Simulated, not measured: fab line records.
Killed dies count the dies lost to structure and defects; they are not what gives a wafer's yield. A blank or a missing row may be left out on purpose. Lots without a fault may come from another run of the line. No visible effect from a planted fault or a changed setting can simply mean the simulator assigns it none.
Which tool is to blame? | flow gf180mcu | 6 lots, 18 wafers sampled, at 2 steps of a route of 602

== WHAT EACH GAUGE READ, for each wafer ==
GF_V3_CD_MEAS_14: the cd target is 260 nm.
lot  | measured     | on        | cd-nm (nm)
L244 | day 22 21:44 | cd-sem-01 | 260.4 260.6 259.8
L249 | day 24 15:02 | cd-sem-02 | 257.0 257.5 259.0
L253 | day 25 22:17 | cd-sem-02 | 261.8 262.0 262.0
L256 | day 26 22:26 | cd-sem-01 | 259.6 259.6 258.9
L260 | day 28 02:14 | cd-sem-01 | 261.2 261.8 260.4
L262 | day 28 17:10 | cd-sem-01 | 260.6 259.4 261.6

== WHICH TOOL RAN EACH LOT (tool, then ch and the chambers of the sampled wafers, then the start) ==
lot  | GF_V3_CVD_02
L244 | pecvd-02 ch 0,1,2, day 21 22:01
L249 | pecvd-04 ch 0,1, day 23 15:41
L253 | pecvd-04 ch 0,2, day 25 00:50
L256 | pecvd-01 ch 0,2, day 26 01:12
L260 | pecvd-01 ch 0,1,2, day 27 06:35
L262 | pecvd-02 ch 0,2, day 27 21:33
- GF_V3_CVD_02: deposits SiO2 from TEOS, target thk 850 nm, time 94.851 s.

== THE ANSWER, worked out from the rows above alone ==
Rule: usual is defined by the lots themselves. The widest of any qualifying gaps counts: lots, ordered by their means at a reading, are off when they make up no more than a third of the lots, leave a main group of 4 or more, and stand apart from it by 3 or more times the standard deviation of that group's means. A main group is skipped when, at the precision printed for the reading in the tables above, its means are all equal. Also off: a lot with no number at a reading for which 4 or more lots have one. Where the step has rows for the other lots, those lots are counted as sound.
Nothing can be told from this: no lot is off at any reading shown.

== WHAT THE SIMULATOR HAD INSERTED ==
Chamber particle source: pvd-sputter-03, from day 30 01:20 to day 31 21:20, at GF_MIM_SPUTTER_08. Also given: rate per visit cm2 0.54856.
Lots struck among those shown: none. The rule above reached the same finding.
